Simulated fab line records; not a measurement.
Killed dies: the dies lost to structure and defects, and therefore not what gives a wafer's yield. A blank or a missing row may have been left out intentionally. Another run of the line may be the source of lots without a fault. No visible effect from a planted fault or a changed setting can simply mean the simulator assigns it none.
Comparing a struck lot with a sound one    flow sky130    35 out of 708 route steps
Sound: wafers L324.1, L324.3, L324.5. Wafers struck: L332.3, L332.4, L332.6. Last of all comes the cause.
Order at every step that has rows: each side's tool, ch and its chambers, its first start. Under that, the readings that differ: sound wafers    struck wafers    difference of the means    sigmas: that difference in standard deviations of wafers without a fault.
alike: a reading whose means differ by less than 2 such deviations, as well as words and numbers matching on both sides. not compared: withheld readings; readings where some wafer has no value; bounds like >300 that might hide an equal value; numbers whose values overlap and for which the record gives no deviation.
A row with sigmas, a row that says differs or no value, or rows on one side alone: a step with any of these is where the two part. Numbers that don't overlap but have no deviation are shown without sigmas and don't part them. A reading that every wafer of one side lacks parts them only if that side has two wafers or more.

SKY_SD_P_CD_MEAS_07: the cd target is 380 nm.
  sound on cd sem-01, day 27 13:20; struck on cd sem-02, day 29 18:46
  alike: cd nm
SKY_SD_P_OVL_MEAS_08:
  sound on overlay-02, day 27 13:27; struck on overlay-01, day 29 18:52
  alike: SD_P_OVL
following that, these wafers have no rows for 1 step: SKY_SD_P_IMPLANT_09.
SKY_SD_P_STRIP_10: strips in O2/N2.
  sound on plasma asher-04 ch 0,1, day 27 13:38; struck on plasma asher-03 ch 0,1, day 29 19:04
  alike: drypump motor current A, oes product au, strip time to endpoint s
  not compared: rf hours counter h
SKY_SD_P_TW_MEAS_11:
  sound on film metro-01, day 27 13:44; struck on film metro-02, day 29 19:10
  alike: SD_P_TW
then, 7 steps without rows for these wafers: SKY_RES_XHIGH_DEHYDRATE_00 (time 60 s); SKY_RES_XHIGH_HMDS_01 (prime time 60 s); SKY_RES_XHIGH_COAT_02 (resist thk 1140 nm); SKY_RES_XHIGH_SOFTBAKE_03 (time 60 s); SKY_RES_XHIGH_EXPOSE_04 (exposes mask URPM, target cd 1270 nm); SKY_RES_XHIGH_PEB_05; SKY_RES_XHIGH_DEVELOP_06 (develop time 60 s).
SKY_RES_XHIGH_IMPLANT_07:
  sound on implanter-01 ch 0, day 28 18:59; struck on implanter-04 ch 0, day 30 23:19
reading                    sound              struck             difference  sigmas
implant ion amu            49 49 49           11 11 11           -38         
model.implant.rp nm (nm)   17.69 17.69 17.69  64.81 64.81 64.81  +47.12      
model.implant.drp nm (nm)  9.746 9.746 9.746  28.3 28.3 28.3     +18.6       
  alike: beam on s
SKY_RES_XHIGH_STRIP_08: strips in O2/N2.
  sound on plasma asher-01 ch 0,1, day 28 19:08; struck on plasma asher-02 ch 0,1, day 30 23:27
  alike: drypump motor current A, oes product au, strip time to endpoint s
  not compared: rf hours counter h
SKY_RES_XHIGH_TW_MEAS_09:
  sound on film metro-01, day 28 19:14; struck on film metro-02, day 30 23:32
reading       sound           struck          difference  sigmas
RES_XHIGH_TW  1632 1641 1632  1074 1072 1065  -565        -47
then, 7 steps without rows for these wafers: SKY_SD_N_DEHYDRATE_00 (time 60 s); SKY_SD_N_HMDS_01 (prime time 60 s); SKY_SD_N_COAT_02 (resist thk 1140 nm); SKY_SD_N_SOFTBAKE_03 (time 60 s); SKY_SD_N_EXPOSE_04 (exposes mask NSDM, target cd 380 nm); SKY_SD_N_PEB_05; SKY_SD_N_DEVELOP_06 (develop time 60 s).
SKY_SD_N_CD_MEAS_07: the cd target is 380 nm.
  sound on cd sem-02, day 29 23:55; struck on cd sem-02, day 32 04:04
  alike: cd nm
SKY_SD_N_OVL_MEAS_08:
  sound on overlay-01, day 30 00:02; struck on overlay-02, day 32 04:09
  alike: SD_N_OVL
then, 2 steps without rows for these wafers: SKY_SD_N_IMPLANT_09; SKY_SD_N_IMPLANT_10.
SKY_SD_N_STRIP_11: strips in O2/N2.
  sound on plasma asher-03 ch 0,1, day 30 00:23; struck on plasma asher-02 ch 0,1, day 32 04:31
  alike: drypump motor current A, oes product au, strip time to endpoint s
  not compared: rf hours counter h
SKY_SD_N_TW_MEAS_12:
  sound on film metro-01, day 30 00:29; struck on film metro-02, day 32 04:36
  alike: SD_N_TW
then, 1 step without rows for these wafers: SKY_SD_N_CLEAN_13 (cleans in SC1/SC2, time 150 s).
SKY_SD_N_RTA_14: time 2 s.
  sound on rtp anneal-02 ch 0, day 30 00:36; struck on rtp anneal-01 ch 0, day 32 04:42
  alike: lamp power pct, wafer_temp_C_max
SKY_SD_N_RS_MEAS_16: uses a four-point probe to measure.
  sound on film metro-02, day 30 00:47; struck on film metro-03, day 32 04:54
  alike: SD_N_RS
SKY_SD_N_RS_MEAS_17: uses a four-point probe to measure.
  sound on film metro-02, day 30 00:55; struck on film metro-03, day 32 05:01
  alike: SD_P_RS
SKY_SD_N_RS_MEAS_18: uses a four-point probe to measure.
  sound on film metro-02, day 30 01:02; struck on film metro-03, day 32 05:08
reading                sound              struck             difference  sigmas
RES_XHIGH_RS (ohm/sq)  334.2 334.1 335.1  259.5 259.8 259.2  -75.0       -54
then, 1 step without rows for these wafers: SKY_SALICIDE_CLEAN_00 (cleans in HF-last, time 30 s).
-- the record jumps here: 17 days lie between the struck wafers' starts before and after (it left off in module SALICIDE and takes up again in module PAD_OPEN, whose first step shown is number 708 of the route) --
SKY_PAD_OPEN_PROBE_99:
  sound on prober-02, day 47 16:40; struck on prober-01, day 49 04:50
reading                               sound           struck          difference  sigmas
model.etest.res xhigh po.line ohm um  5612 5589 5643  4923 4960 4929  -677        
model.etest.res xhigh po.rs ohm sq    1984 1965 1957  1738 1756 1750  -221        
  alike: killed_at_M0_to_M3, killed_at_M4_up, killed at contacts, killed at front end, killed at other, killed dies, killed open, killed short

== WHERE THEY PART ==
First at SKY_RES_XHIGH_TW_MEAS_09; last, within this record, at SKY_SD_N_RS_MEAS_18. Later steps at which nothing parts them and some readings are alike: SKY_PAD_OPEN_PROBE_99.

WHY: the cause the simulator had injected
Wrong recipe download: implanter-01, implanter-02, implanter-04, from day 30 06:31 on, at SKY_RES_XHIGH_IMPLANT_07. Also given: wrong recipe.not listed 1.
